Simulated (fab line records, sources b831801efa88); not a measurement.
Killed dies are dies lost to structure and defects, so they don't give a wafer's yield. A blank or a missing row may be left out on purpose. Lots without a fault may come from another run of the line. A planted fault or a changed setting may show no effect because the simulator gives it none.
A struck lot beside a sound one | flow sky130 | 15 steps out of a route of 708
Sound: wafers L922.1, L922.2, L922.5. Struck: wafers L937.1, L937.2, L937.3. The cause comes at the end.
At each step with rows: each side's tool, then ch and its chambers, then its first start. Under that, the readings that differ: sound wafers | struck wafers | difference of the means | sigmas: that difference in standard deviations of wafers without a fault.
alike: readings whose means differ by less than 2 such deviations, and words and numbers that are the same on both sides. not compared: withheld readings, readings that some wafer has no value for, bounds like >300 that may hide the same value, and numbers for which the record gives no deviation and whose values overlap.
The two part at a step that has a row with sigmas, a row that says differs or no value, or rows on one side only. Numbers that don't overlap but have no deviation are shown without sigmas and don't part them. A reading that every wafer of one side lacks parts them only if that side has two wafers or more.

first, 8 steps without rows for these wafers: SKY_LOCAL_INTERCONNECT_DEHYDRATE_03 (time 60 s); SKY_LOCAL_INTERCONNECT_HMDS_04 (prime time 60 s); SKY_LOCAL_INTERCONNECT_COAT_05 (resist thk 60 nm); SKY_LOCAL_INTERCONNECT_COAT_06 (resist thk 454.4 nm); SKY_LOCAL_INTERCONNECT_SOFTBAKE_07 (time 90 s); SKY_LOCAL_INTERCONNECT_EXPOSE_08 (exposes mask LI1M, target cd 170 nm); SKY_LOCAL_INTERCONNECT_PEB_09; SKY_LOCAL_INTERCONNECT_DEVELOP_10 (develop time 60 s).
SKY_LOCAL_INTERCONNECT_CD_MEAS_11: target cd 170 nm.
  sound on cd_sem-01, day 32 07:39; struck on cd_sem-02, day 36 23:32
  alike: cd_nm
SKY_LOCAL_INTERCONNECT_OVL_MEAS_12:
  sound on overlay-01, day 32 07:46; struck on overlay-02, day 36 23:40
  alike: LOCAL_INTERCONNECT_OVL
SKY_LOCAL_INTERCONNECT_ETCH_13: etches BARC in N2/H2, stops on SiO2, time 45.9 s, target depth 60 nm.
  sound on rie_metal-02 ch 0,1, day 32 07:49; struck on rie_metal-03 ch 0,1, day 36 23:42
  reading                | sound                | struck               | difference | sigmas
  throttle_valve_pct (%) | 13.230 13.227 13.244 | 13.215 13.217 13.213 | -0.019     | -2
  alike: drypump_motor_current_A, oes_product_au
  not compared: rf_hours_counter_h
SKY_LOCAL_INTERCONNECT_METAL_ETCH_14: etches TiN in Cl2/BCl3, stops on PSG, target depth 110 nm, time 31.4 s.
  sound on rie_metal-02 ch 0,1, day 32 07:52; struck on rie_metal-03 ch 0,1, day 36 23:46
  alike: drypump_motor_current_A, oes_product_au, throttle_valve_pct
  not compared: rf_hours_counter_h
SKY_LOCAL_INTERCONNECT_STRIP_15: strips in O2/N2.
  sound on plasma_asher-04 ch 0,1, day 32 07:55; struck on plasma_asher-01 ch 0,1, day 36 23:49
  reading                        | sound                | struck               | difference | sigmas
  chamber_pressure_mTorr (mTorr) | 1501.4 1502.8 1501.7 | 1800.7 1800.4 1801.0 | +298.7     | +99 or more
  strip_time_to_endpoint_s (s)   | 4.768 4.766 4.761    | 4.552 4.613 4.564    | -0.189     | -9
  alike: drypump_motor_current_A, oes_product_au
  not compared: rf_hours_counter_h
then, 1 step without rows for these wafers: SKY_LOCAL_INTERCONNECT_STRIP_16 (strips in post etch residue remover, time 1200 s).
-- the record jumps here: 13 days lie between the struck wafers' starts before and after (it left off in module LOCAL_INTERCONNECT and takes up again in module PAD_OPEN, whose first step shown is number 708 of the route) --
SKY_PAD_OPEN_PROBE_99:
  the record has rows for the struck wafers here (prober-01, day 50 10:19) and none for the sound ones

WHERE THEY PART
First at SKY_LOCAL_INTERCONNECT_ETCH_13; last, within this record, at SKY_PAD_OPEN_PROBE_99.

WHY: what the simulator had put in
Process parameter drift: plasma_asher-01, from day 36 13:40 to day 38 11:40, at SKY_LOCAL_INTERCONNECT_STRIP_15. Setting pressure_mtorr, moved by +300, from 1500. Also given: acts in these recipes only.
